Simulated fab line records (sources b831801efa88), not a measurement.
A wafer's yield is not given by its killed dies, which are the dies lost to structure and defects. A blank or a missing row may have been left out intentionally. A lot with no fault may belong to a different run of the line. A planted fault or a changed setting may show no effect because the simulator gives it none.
A lot that was struck, set against a sound lot || flow sky130 || 16 steps out of a route of 708
Sound: these wafers, L840.2, L840.3, L840.6. Wafers struck: L858.1, L858.2, L858.6. The cause is given at the end.
Each step with rows lists, per side, the tool, then ch with its chambers, then its first start. Under that, the readings that differ: sound wafers || struck wafers || difference of the means || sigmas: that difference in standard deviations of wafers without a fault.
alike: same words and numbers on both sides, and readings whose means sit less than 2 such deviations apart. not compared: any withheld reading, any reading some wafer has no value for, any bound like >300 that may hide the same value, and any number with overlapping values for which the record gives no deviation.
The two part at a step that has a row with sigmas, a row that says differs or no value, or rows on one side only. Non-overlapping numbers with no deviation appear without sigmas and do not part them. A reading that every wafer of one side lacks parts them only if that side has two wafers or more.

first, 3 steps without rows for these wafers: SKY_SONOS_TUNNEL_EXPOSE_04 (exposes mask TUNM, target cd 410 nm); SKY_SONOS_TUNNEL_PEB_05; SKY_SONOS_TUNNEL_DEVELOP_06 (develop time 60 s).
SKY_SONOS_TUNNEL_CD_MEAS_07: target cd 410 nm.
  sound on cd_sem-01, day 12 17:31; struck on cd_sem-01, day 18 06:38
  alike: cd_nm
SKY_SONOS_TUNNEL_OVL_MEAS_08:
  sound on overlay-01, day 12 17:37; struck on overlay-02, day 18 06:45
  alike: SONOS_TUNNEL_OVL
then, 3 steps without rows for these wafers: SKY_SONOS_TUNNEL_IMPLANT_09; SKY_SONOS_TUNNEL_WET_ETCH_10 (etches SiO2 in dHF, target depth 14 nm, time 280 s); SKY_SONOS_TUNNEL_STRIP_11 (strips in SPM, time 600 s).
SKY_SONOS_TUNNEL_TW_MEAS_12:
  sound on film_metro-03, day 12 18:08; struck on film_metro-01, day 18 07:13
  alike: SONOS_TUNNEL_TW
then, 2 steps without rows for these wafers: SKY_SONOS_TUNNEL_CLEAN_13 (cleans in dHF, time 20 s); SKY_SONOS_ONO_OXIDATION_00 (stabilise 600 s, purge 300 s, target thk 2.6 nm).
SKY_SONOS_ONO_THK_MEAS_01:
  sound on film_metro-04, day 12 19:42; struck on film_metro-02, day 18 09:59
  alike: SONOS_ONO_OXIDATION_THK
SKY_SONOS_ONO_CVD_02: deposits Si3N4 from DCS/NH3, target thk 10.5 nm, time 180 s.
  sound on lpcvd-02 ch 1, day 12 21:05; struck on lpcvd-02 ch 1, day 18 11:56
{"reading": "model.Si3N4_of_SONOS_ONO_CVD_02.thk_nm (nm)", "sound": "10.42 10.39 10.4", "struck": "11.77 11.67 11.77", "difference": "+1.33", "sigmas": ""}
  alike: pressure_mtorr
SKY_SONOS_ONO_THK_MEAS_03:
  sound on film_metro-02, day 12 22:08; struck on film_metro-02, day 18 12:59
{"reading": "SONOS_ONO_CVD_02_THK (nm)", "sound": "10.41 10.41 10.47", "struck": "11.79 11.64 11.74", "difference": "+1.29", "sigmas": "+10"}
then, 1 step without rows for these wafers: SKY_SONOS_ONO_CVD_04 (deposits SiO2 from SiH4/N2O, target thk 5.7199 nm).
-- a jump in the record: the struck wafers' starts before and after are 32 days apart (it breaks off in module SONOS_ONO and resumes in module PAD_OPEN, where the first step shown is number 708 of the route) --
SKY_PAD_OPEN_PROBE_99:
  sound on prober-01, day 46 21:53; struck on prober-02, day 50 15:19
{"reading": "model.etest.sonos_erased.drive_ua_um", "sound": "183 177 186", "struck": "149.3 125.4 165.1", "difference": -35.4, "sigmas": ""}
{"reading": "model.etest.sonos_uncharged.r_on_ohm_um", "sound": "811.1 816.8 803.2", "struck": "835.1 843.3 827", "difference": "+24.8", "sigmas": ""}
{"reading": "model.etest.cap_ono.gate_log10_a_cm2", "sound": "-7.977 -7.944 -7.914", "struck": "-8.602 -8.524 -8.679", "difference": -0.657, "sigmas": ""}
{"reading": "model.etest.cap_ono.gate_bv_v (V)", "sound": "16.41 16.31 16.26", "struck": "17.02 17.23 16.93", "difference": "+0.73", "sigmas": ""}
{"reading": "model.etest.cap_ono.tox_acc_nm (nm)", "sound": "12.88 12.89 12.83", "struck": "13.42 13.43 13.41", "difference": "+0.55", "sigmas": ""}
{"reading": "model.etest.sonos_programmed.vt_v (V)", "sound": "1.452 1.451 1.497", "struck": "1.175 1.265 1.168", "difference": -0.264, "sigmas": ""}
{"reading": "model.etest.sonos_erased.vt_v (V)", "sound": "-2.319 -2.306 -2.342", "struck": "-2.019 -1.998 -2.036", "difference": "+0.305", "sigmas": ""}
{"reading": "model.etest.sonos_baked.vt_v (V)", "sound": "0.9459 0.9724 0.9317", "struck": "0.8071 0.8112 0.7603", "difference": -0.1571, "sigmas": ""}
  alike: killed_at_M0_to_M3, killed_at_M4_up, killed_at_contacts, killed_at_front_end, killed_at_other, killed_dies, killed_open, killed_short

== WHERE THEY PART ==
SKY_SONOS_ONO_THK_MEAS_03 only, going by this record. Later steps at which nothing parts them and some readings are alike: SKY_PAD_OPEN_PROBE_99.

WHY: what the simulator had put in
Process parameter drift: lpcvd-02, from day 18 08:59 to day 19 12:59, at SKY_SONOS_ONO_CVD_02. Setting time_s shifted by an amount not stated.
